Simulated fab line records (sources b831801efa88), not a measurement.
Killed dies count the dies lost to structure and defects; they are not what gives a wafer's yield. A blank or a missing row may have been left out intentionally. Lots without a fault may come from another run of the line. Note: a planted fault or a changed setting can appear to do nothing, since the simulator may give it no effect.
Matching of chambers | flow sky130 | rieSi-02 running SKY_FIELD_ISO_ETCH_17: 4 sister chambers
The step etches Si in HBr/Cl2/O2, target depth 342 nm, time 97.7 s. 14 wafers are shown with their chamber, then 7 later ones without.

## WAFERS, EACH WITH ITS CHAMBER
wafer  | chamber | drypumpMotorCurrentA (A) | oesProductAu (a.u.) | throttleValvePct (%)
L380.2 | 0       | 5.6                      | 1.011               | 25.635
L380.3 | 2       | 6.2                      | 0.994               | 25.663
L380.4 | 1       | 6.2                      | 0.999               | 25.643
L393.1 | 3       | 5.1                      | 0.990               | 25.655
L393.2 | 1       | 6.2                      | 0.997               | 25.660
L393.3 | 2       | 6.1                      | 0.985               | 25.653
L394.4 | 3       | 5.1                      | 0.987               | 25.667
L394.5 | 2       | 6.2                      | 0.988               | 25.660
L394.6 | 1       | 6.2                      | 1.003               | 25.650
L398.3 | 1       | 6.2                      | 0.993               | 25.661
L398.4 | 2       | 6.2                      | 0.981               | 25.650
L398.5 | 2       | 6.2                      | 0.991               | 25.664
L400.3 | 0       | 5.6                      | 1.001               | 25.668
L400.4 | 2       | 6.2                      | 0.989               | 25.665

SIGNATURES (means of the wafers above)
reading              | chamber 0 | chamber 1 | chamber 2 | chamber 3 | scatter within a chamber
drypumpMotorCurrentA | 5.600     | 6.200     | 6.183     | 5.100     | 0.0289
oesProductAu         | 1.00600   | 0.99800   | 0.98800   | 0.98850   | 0.00459
throttleValvePct     | 25.65150  | 25.65350  | 25.65917  | 25.66100  | 0.0102
Rule: for a wafer and a chamber, the distance is found by dividing, reading by reading, the gap between the wafer's reading and the chamber's mean by the reading's scatter, squaring, summing and taking the root. If the next closest chamber is less than 2 further off than the closest, the wafer can't be placed; otherwise it belongs to the closest. The scatter: take each reading less its chamber's mean, square it, sum over the shown wafers, divide by the number of wafers less the number of chambers, and take the root.

## WAFERS WITHOUT THEIR CHAMBER
wafer  | drypumpMotorCurrentA (A) | oesProductAu (a.u.) | throttleValvePct (%)
L400.5 | 6.2                      | 1.018               | 25.653
L402.1 | 5.7                      | 1.006               | 25.656
L402.3 | 5.1                      | 0.981               | 25.656
L402.4 | 6.3                      | 0.986               | 25.671
L403.3 | 6.2                      | 1.000               | 25.661
L403.4 | 6.1                      | 0.984               | 25.659
L403.6 | 6.2                      | 0.988               | 25.657

## WHICH CHAMBER EACH WENT THROUGH
wafer  | from the rows above     | in truth
L400.5 | 1                       | 1
L402.1 | 0                       | 0
L402.3 | 3                       | 3
L402.4 | can't be placed: 2 or 1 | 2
L403.3 | can't be placed: 1 or 2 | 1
L403.4 | can't be placed: 2 or 1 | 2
L403.6 | can't be placed: 2 or 1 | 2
Correctly placed: 3 of 7. Not placeable from these rows: 4 (in 4, the candidates include the true chamber). Placed wrongly: 0.
